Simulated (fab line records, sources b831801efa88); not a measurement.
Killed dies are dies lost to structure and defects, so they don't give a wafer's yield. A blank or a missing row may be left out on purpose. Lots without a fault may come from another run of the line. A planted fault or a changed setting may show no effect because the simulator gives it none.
Which tool did it? | flow gf180mcu | 13 lots, 39 wafers sampled, at 5 steps of a route of 602

WHAT THE GAUGES READ, wafer by wafer
GF_STI_THK_MEAS_22.
lot  | measured    | on            | STI_OXIDATION_01_THK (nm)
L569 | day 2 08:37 | film_metro-02 | 15.5 15.4 15.3
L572 | day 3 00:11 | film_metro-01 | 15.3 15.4 15.5
L574 | day 3 10:00 | film_metro-01 | 15.5 15.8 15.4
L577 | day 4 02:10 | film_metro-01 | 15.7 15.7 15.6
L578 | day 4 07:53 | film_metro-01 | 15.6 15.8 15.6
L582 | day 5 03:17 | film_metro-03 | 14.8 14.7 14.6
L585 | day 5 19:21 | film_metro-01 | 15.2 15.1 14.9
L586 | day 6 01:12 | film_metro-01 | 14.9 14.9 15.2
L587 | day 6 05:04 | film_metro-03 | 14.9 14.8 15.2
L588 | day 6 10:19 | film_metro-01 | 14.7 14.5 14.9
L589 | day 6 19:52 | film_metro-03 | 14.9 14.9 15.0
L590 | day 7 01:29 | film_metro-01 | 15.3 15.4 15.1
L591 | day 7 06:31 | film_metro-01 | 14.8 14.9 15.1

GF_NWELL_OVL_MEAS_07.
lot  | measured    | on         | NWELL_OVL (nm)
L569 | day 3 13:29 | overlay-01 | -2.1 -0.1 -1.1
L572 | day 4 04:58 | overlay-01 | -1.3 -1.7 -1.7
L574 | day 4 15:46 | overlay-01 | -0.6 -3.1 -2.1
L577 | day 5 09:46 | overlay-02 | -2.2 -3.8 -2.2
L578 | day 5 15:46 | overlay-01 | -2.2 -0.9 -3.1
L582 | day 6 12:29 | overlay-01 | -0.3 -0.5 1.2
L585 | day 7 05:56 | overlay-02 | -2.8 -2.5 -2.3
L586 | day 7 09:31 | overlay-02 | -2.9 -3.2 -3.6
L587 | day 7 14:34 | overlay-02 | 0.1 -0.7 0.7
L588 | day 7 18:53 | overlay-01 | -2.3 -3.0 -1.5
L589 | day 8 14:12 | overlay-01 | -0.2 -1.5 -0.8
L590 | day 8 14:19 | overlay-02 | -1.1 -2.2 -2.5
L591 | day 8 18:30 | overlay-01 | -2.1 -1.8 -1.2

GF_POLY_GATE_CD_MEAS_10: target cd 280 nm.
lot  | measured     | on        | cd_nm (nm)
L569 | day 9 17:04  | cd_sem-02 | 277.6 277.5 277.1
L572 | day 10 09:25 | cd_sem-02 | 281.6 281.6 280.2
L574 | day 10 23:25 | cd_sem-01 | 280.1 279.7 279.4
L577 | day 11 23:04 | cd_sem-01 | 262.2 269.6 269.9
L578 | day 12 06:40 | cd_sem-02 | 279.4 279.7 279.4
L582 | day 13 10:02 | cd_sem-02 | 281.3 281.4 281.0
L585 | day 14 09:32 | cd_sem-01 | 279.5 279.7 279.8
L586 | day 14 11:12 | cd_sem-01 | 281.5 280.5 281.0
L587 | day 14 16:56 | cd_sem-02 | 280.3 279.7 280.5
L588 | day 15 00:11 | cd_sem-01 | 280.6 281.3 281.3
L589 | day 16 01:39 | cd_sem-01 | 280.0 280.0 279.4
L590 | day 16 03:04 | cd_sem-01 | 281.3 280.9 281.6
L591 | day 16 06:58 | cd_sem-01 | 282.0 280.6 281.0

GF_HV_LDD_OVL_MEAS_32.
lot  | measured     | on         | HV_LDD_02_OVL (nm)
L569 | day 12 02:50 | overlay-01 | -1.0 -2.8 -1.7
L572 | day 12 18:44 | overlay-01 | 1.7 0.5 1.6
L574 | day 13 09:35 | overlay-01 | 0.4 0.4 -0.6
L577 | day 14 14:08 | overlay-01 | -1.9 -0.3 -0.6
L578 | day 15 00:30 | overlay-02 | 0.8 2.1 0.8
L582 | day 16 04:46 | overlay-02 | -0.4 0.5 1.0
L585 | day 17 06:50 | overlay-02 | -0.7 -1.7 -0.9
L586 | day 17 08:20 | overlay-01 | -1.8 -3.4 0.2
L587 | day 17 12:35 | overlay-02 | -0.7 1.2 -1.0
L588 | day 17 20:59 | overlay-01 | 0.3 0.4 1.8
L589 | day 19 02:32 | overlay-02 | 0.6 -0.3 -0.1
L590 | day 19 05:47 | overlay-01 | -1.2 1.9 -0.1
L591 | day 19 07:32 | overlay-02 | -1.9 1.5 -1.8

WHICH TOOL RAN EACH LOT (tool, then ch and the chambers of the sampled wafers, then the start)
lot  | GF_POLY_GATE_EXPOSE_07
L569 | krf_scanner-02 ch 0, day 9 08:09
L572 | krf_scanner-02 ch 0, day 10 00:57
L574 | krf_scanner-01 ch 0, day 10 14:08
L577 | krf_scanner-01 ch 0, day 11 13:41
L578 | krf_scanner-02 ch 0, day 11 20:43
L582 | krf_scanner-02 ch 0, day 13 01:22
L585 | krf_scanner-01 ch 0, day 13 23:54
L586 | krf_scanner-01 ch 0, day 14 01:28
L587 | krf_scanner-01 ch 0, day 14 06:17
L588 | krf_scanner-02 ch 0, day 14 13:16
L589 | krf_scanner-01 ch 0, day 15 14:32
L590 | krf_scanner-02 ch 0, day 15 16:23
L591 | krf_scanner-02 ch 0, day 15 20:31
- GF_POLY_GATE_EXPOSE_07: exposes mask Poly2, target cd 280 nm.

WHAT THE TOOLS THEMSELVES READ (means of the sampled wafers that have a number; where no wafer has one, the mark that the record gives instead)
GF_POLY_GATE_EXPOSE_07.
lot  | tool           | exposure_dose_mJ_cm2
L569 | krf_scanner-02 | 27.984
L572 | krf_scanner-02 | 27.974
L574 | krf_scanner-01 | 28.030
L577 | krf_scanner-01 | 27.563
L578 | krf_scanner-02 | 27.983
L582 | krf_scanner-02 | 27.989
L585 | krf_scanner-01 | 27.994
L586 | krf_scanner-01 | 28.030
L587 | krf_scanner-01 | 28.030
L588 | krf_scanner-02 | 28.028
L589 | krf_scanner-01 | 28.016
L590 | krf_scanner-02 | 27.964
L591 | krf_scanner-02 | 28.005

THE ANSWER, worked out from the rows above alone
Rule: what is usual is taken from the lots themselves. Put in order of their means at a reading, lots are off if they are a third of the lots or fewer, leave a main group of 4 or more, and stand apart from it by a gap of 3 or more times the standard deviation of the main group's means; of several such gaps the widest counts. A main group whose means are all the same, to the digits that the tables above print for the reading, isn't used. A lot without any number at a reading at which 4 lots or more have one is off too. The other lots that the step has rows for count as sound. The gauges are gone through in route order, then the tools' own readings, and for those a lot's mean is taken as printed above. The first step at which some lot is off is used, and at that step the reading that is off furthest; a lot without a number counts as furthest.
Off: L577, at GF_POLY_GATE_CD_MEAS_10 (cd_nm). The main group: mean 280.3 nm, standard deviation 1.1.
A tool fits if, at a process step before that reading, it ran every lot that is off, and no sound lot after the first of them. The gauges at GF_POLY_GATE_CD_MEAS_10 aren't tried: what is off there is off at GF_POLY_GATE_EXPOSE_07 too, on other tools, and a gauge's error can't cause that. None of those tried fits.

WHAT THE SIMULATOR HAD PUT IN
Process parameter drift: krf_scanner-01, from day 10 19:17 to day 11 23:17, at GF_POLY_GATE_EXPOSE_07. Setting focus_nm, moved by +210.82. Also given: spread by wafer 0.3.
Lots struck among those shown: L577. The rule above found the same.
